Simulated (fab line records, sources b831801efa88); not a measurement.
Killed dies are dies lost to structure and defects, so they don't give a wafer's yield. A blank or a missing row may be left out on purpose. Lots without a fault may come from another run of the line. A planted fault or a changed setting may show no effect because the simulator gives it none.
Which tool did it? | flow sky130 | 11 lots, 31 wafers sampled, at 2 steps of a route of 708

WHAT THE GAUGES READ, wafer by wafer
SKY_VIA1_BOW_MEAS_03.
lot  | measured     | on            | VIA1_BOW (um)
L255 | day 33 07:49 | film_metro-02 | 80 86 93
L258 | day 33 21:01 | film_metro-02 | 89 70
L260 | day 34 18:41 | film_metro-03 | 87 77 75
L261 | day 35 05:59 | film_metro-03 | 72 68
L267 | day 37 07:35 | film_metro-04 | 85 91 93
L270 | day 38 03:48 | film_metro-04 | 76 97 83
L271 | day 38 07:21 | film_metro-03 | 73 75 84
L273 | day 38 20:32 | film_metro-02 | 90 70 89
L274 | day 38 22:11 | film_metro-04 | 76 72 78
L276 | day 39 14:46 | film_metro-04 | 81 83 78
L277 | day 39 22:23 | film_metro-04 | 83 84 77

WHICH TOOL RAN EACH LOT (tool, then ch and the chambers of the sampled wafers, then the start)
lot  | SKY_RES_PROTECT_STRIP_07
L255 | plasma_asher-02 ch 0,1, day 15 17:23
L258 | plasma_asher-04 ch 1, day 16 05:34
L260 | plasma_asher-01 ch 0,1, day 17 07:26
L261 | plasma_asher-02 ch 0, day 17 15:17
L267 | plasma_asher-01 ch 0,1, day 20 03:05
L270 | plasma_asher-02 ch 0,1, day 21 06:08
L271 | plasma_asher-04 ch 0,1, day 21 07:35
L273 | plasma_asher-02 ch 0,1, day 22 03:40
L274 | plasma_asher-01 ch 0,1, day 22 04:19
L276 | plasma_asher-04 ch 0,1, day 22 19:56
L277 | plasma_asher-01 ch 0,1, day 23 05:47
- SKY_RES_PROTECT_STRIP_07: strips in O2/N2.

THE ANSWER, worked out from the rows above alone
Rule: what is usual is taken from the lots themselves. Put in order of their means at a reading, lots are off if they are a third of the lots or fewer, leave a main group of 4 or more, and stand apart from it by a gap of 3 or more times the standard deviation of the main group's means; of several such gaps the widest counts. A main group whose means are all the same, to the digits that the tables above print for the reading, isn't used. A lot without any number at a reading at which 4 lots or more have one is off too. The other lots that the step has rows for count as sound.
No lot is off at any reading shown: from this, nothing can be told.

WHAT THE SIMULATOR HAD PUT IN
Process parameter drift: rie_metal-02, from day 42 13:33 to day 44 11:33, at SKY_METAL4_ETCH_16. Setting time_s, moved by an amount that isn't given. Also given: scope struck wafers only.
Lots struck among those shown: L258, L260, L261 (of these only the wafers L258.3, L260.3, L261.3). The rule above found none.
